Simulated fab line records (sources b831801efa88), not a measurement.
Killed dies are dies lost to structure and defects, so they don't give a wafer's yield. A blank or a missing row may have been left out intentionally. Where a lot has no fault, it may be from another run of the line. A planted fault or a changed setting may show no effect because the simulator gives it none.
Code-filled problem report in 8D (eight disciplines) form    flow sky130    the parts of the form that need people (team, actions taken, sign-off) are left out

== 1. PROBLEM STATEMENT ==
Across 9 wafers from 3 lots, METAL5_ALCU_RS at SKY_METAL5_RS_MEAS_05 averages 0.02973 ohm/sq, while fault-free wafers read 0.02703 ohm/sq with a standard deviation of 0.00027. That puts it +10 standard deviations away from the usual mean.
The step: measures by four-point-probe.
Earliest sighting: wafer L536.3 on filmMetro-02 at day 47 00:48. Wafers with a number at this step in the record: 33, from 11 lots. The rule behind "out" and "out of limits": a value lying over 4 standard deviations away from the usual mean. The other wafers with a number count as sound.

== 2. WHAT IT IS, WHAT IT ISN'T ==
question                     is                      is not
which readings at this step  METAL5_ALCU_RS          -
which lots                   L536, L538, L539        L523, L524, L525, L527, L528, L540, L542, L543
which wafers of those lots   all that have a number  -
read on which gauges         filmMetro-02            filmMetro-03, filmMetro-04
when                         from day 47 00:48       up to then (15 sound wafers); but 9 sound wafers of L540, L542, L543 came after

== 3. WHAT RULES OUT EACH SUSPECT ==
Counting: a tool stays on the suspect list if, at a process step up to the reading, it processed all lots that are out and no sound lot following the first of them.
- the gauge at SKY_METAL5_RS_MEAS_05 is ruled out. All the wafers that are out were read on filmMetro-02, but those of them that SKY_METAL5_SPUTTER_02 has rows for are out there too, on other tools.
- pvdSputter-04 at SKY_METAL5_SPUTTER_02 (material AlCu, target thk 1150 nm, time 61.2 s): kept. All lots that are out passed through it, beginning with L536 at day 47 00:38, and no sound lot followed; its final sound lot before that point was L525 at day 44 10:25. Out on those wafers are its own readings of chamberPressurePa.
Left after counting: pvdSputter-04 at SKY_METAL5_SPUTTER_02.

== 4. THE CAUSE (what the simulator had put in) ==
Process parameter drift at SKY_METAL5_SPUTTER_02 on pvdSputter-04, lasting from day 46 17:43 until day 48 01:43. A move of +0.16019 in setting chamberPressurePa, from 0.4. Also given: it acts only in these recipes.
Counting left only this tool.

== 5. THE CHAIN OF EFFECTS, in route order ==
Rows list readings where the struck wafers' mean (over those with a number) sits beyond 3 standard deviations from the usual. Scope: only readings with a usual standard deviation given in the record; hours: median across lots of the time from each lot's start at the first step in this table that gives one to its start at this step; sigmas: change in usual standard deviations.
hours  step                      reading            usual           on struck wafers  change    sigmas
0      SKY_METAL5_SPUTTER_02     chamberPressurePa  0.4000 Pa       0.5601            +0.1601   +99 or more
0      SKY_METAL5_SPUTTER_02     throttleValvePct   30.0 %          25.5              -4.5      -4.1
0      SKY_METAL5_RS_MEAS_05     METAL5_ALCU_RS     0.02703 ohm/sq  0.02973           +0.00270  +10
6      SKY_METAL5_THK_MEAS_06    METAL5_ALCU_THK    1148 nm         1057              -91       -7.0
20     SKY_METAL5_METAL_ETCH_15  oesProductAu       0.894 a.u.      0.865             -0.029    -6.0
Its process steps:
- SKY_METAL5_SPUTTER_02: material AlCu, target thk 1150 nm, time 61.2 s.
- SKY_METAL5_METAL_ETCH_15: etches the open film in Cl2/BCl3, stops on SiO2, target depth 1260 nm, time 252 s.

== 6. WHAT WOULD HAVE CAUGHT IT SOONER ==
7 hours passed between the start of the fault at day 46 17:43 and the first reading out of limits at a measuring or inspecting step in this record, taken at day 47 00:48.
The tool's own readings at SKY_METAL5_SPUTTER_02 were out on every struck wafer that the step has a row for (chamberPressurePa): an alarm limit on them would have fired on the first of those.
Lots out: 3; of these, L538, L539 started SKY_METAL5_SPUTTER_02 on pvdSputter-04 after day 47 00:48. A hold on the tool at that time would have spared those 2.
